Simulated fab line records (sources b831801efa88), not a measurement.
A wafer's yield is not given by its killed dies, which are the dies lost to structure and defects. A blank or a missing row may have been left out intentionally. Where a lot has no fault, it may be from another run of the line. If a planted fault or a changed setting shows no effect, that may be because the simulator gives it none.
Which tool was responsible?	flow gf180mcu	14 lots with 42 wafers sampled at 3 steps, on a route of 602 steps

== WHAT THE GAUGES SHOWED, per wafer ==
GF_M5_CD_MEAS_07 targets a cd of 280 nm.
lot	measured	on	cd nm (nm)
L329	day 26 10:11	cd sem-01	279.7 279.8 280.0
L330	day 26 12:43	cd sem-01	279.3 279.6 279.1
L331	day 26 19:50	cd sem-02	280.8 280.8 281.1
L332	day 27 05:31	cd sem-01	279.6 279.1 279.1
L338	day 29 02:46	cd sem-02	280.2 279.4 280.5
L341	day 30 00:08	cd sem-01	280.8 280.3 280.6
L342	day 30 02:20	cd sem-02	281.8 279.5 280.7
L343	day 30 11:20	cd sem-02	279.2 279.0 277.6
L344	day 30 18:11	cd sem-02	280.1 279.6 281.5
L346	day 31 04:06	cd sem-01	280.0 280.1 279.7
L347	day 31 13:42	cd sem-02	281.1 279.7 281.2
L348	day 31 21:18	cd sem-01	281.9 283.3 282.7
L351	day 32 11:40	cd sem-01	279.0 279.8 280.6
L352	day 33 01:02	cd sem-02	278.3 279.6 279.4

GF_M5_OVL_MEAS_08.
lot	measured	on	M5_OVL (nm)
L329	day 26 10:18	overlay-02	4 -6 -6
L330	day 26 12:49	overlay-02	9 16 2
L331	day 26 19:57	overlay-01	-3 4 7
L332	day 27 05:38	overlay-02	1 11 4
L338	day 29 02:53	overlay-02	2 0 -1
L341	day 30 00:16	overlay-02	3 -3 3
L342	day 30 02:27	overlay-02	-6 -3 -6
L343	day 30 11:27	overlay-02	0 6 5
L344	day 30 18:19	overlay-01	-3 5 2
L346	day 31 04:13	overlay-01	9 1 6
L347	day 31 13:49	overlay-01	7 10 9
L348	day 31 21:23	overlay-01	10 12 8
L351	day 32 11:46	overlay-01	6 8 3
L352	day 33 01:10	overlay-02	5 5 6

== TOOL THAT RAN EACH LOT (tool first, then ch and the chambers of the sampled wafers, then the start) ==
lot	GF_DNWELL_STRIP_08
L329	plasma asher-04 ch 0,1, day 2 18:48
L330	plasma asher-01 ch 0,1, day 2 23:44
L331	plasma asher-04 ch 0,1, day 3 05:23
L332	plasma asher-01 ch 0,1, day 3 10:38
L338	plasma asher-04 ch 0,1, day 4 19:35
L341	plasma asher-04 ch 1, day 5 10:35
L342	plasma asher-04 ch 0,1, day 5 16:09
L343	plasma asher-01 ch 0,1, day 5 21:14
L344	plasma asher-01 ch 0,1, day 6 02:26
L346	plasma asher-01 ch 0,1, day 6 12:50
L347	plasma asher-01 ch 0,1, day 6 18:53
L348	plasma asher-01 ch 0,1, day 6 23:37
L351	plasma asher-01 ch 0,1, day 7 16:17
L352	plasma asher-03 ch 0,1, day 7 22:30
- GF_DNWELL_STRIP_08: strips in O2/N2.

== WHAT THE TOOLS THEMSELVES READ (means of the sampled wafers that have a number; where no wafer has one, the mark that the record gives instead) ==
GF_DNWELL_STRIP_08.
lot	tool	drypump motor current A (A)	heater power w (W)	oes product au (a.u.)	strip time to endpoint s (s)
L329	plasma asher-04	5.6	289	0.724	37.11
L330	plasma asher-01	5.6	340	0.724	37.11
L331	plasma asher-04	5.2	292	0.722	37.03
L332	plasma asher-01	5.6	341	0.724	36.96
L338	plasma asher-04	5.2	292	0.729	36.92
L341	plasma asher-04	6.1	283	0.724	37.12
L342	plasma asher-04	5.2	293	0.725	36.99
L343	plasma asher-01	5.6	340	0.726	37.01
L344	plasma asher-01	5.7	330	0.724	37.06
L346	plasma asher-01	5.6	338	0.727	37.01
L347	plasma asher-01	5.6	342	0.719	36.85
L348	plasma asher-01	5.6	338	0.724	36.99
L351	plasma asher-01	5.6	342	0.726	36.87
L352	plasma asher-03	6.1	292	0.723	36.96

== THE ANSWER, worked out from the rows above alone ==
Rule: what is usual is taken from the lots themselves. Put in order of their means at a reading, lots are off if they are a third of the lots or fewer, leave a main group of 4 or more, and stand apart from it by a gap of 3 or more times the standard deviation of the main group's means; of several such gaps the widest counts. The tables above print the reading to a certain number of digits; a main group whose means all agree to those digits is not used. Also off: a lot with no number at a reading for which 4 or more lots have one. All remaining lots with rows at the step are treated as sound. Order of review: gauges by route order, followed by the tools' own readings, for which a lot's mean as printed above is used. The first step at which some lot is off is used, and at that step the reading that is off furthest; a lot without a number counts as furthest.
Nothing can be told from this: no lot is off at any reading shown.

== WHAT WAS PUT IN BY THE SIMULATOR ==
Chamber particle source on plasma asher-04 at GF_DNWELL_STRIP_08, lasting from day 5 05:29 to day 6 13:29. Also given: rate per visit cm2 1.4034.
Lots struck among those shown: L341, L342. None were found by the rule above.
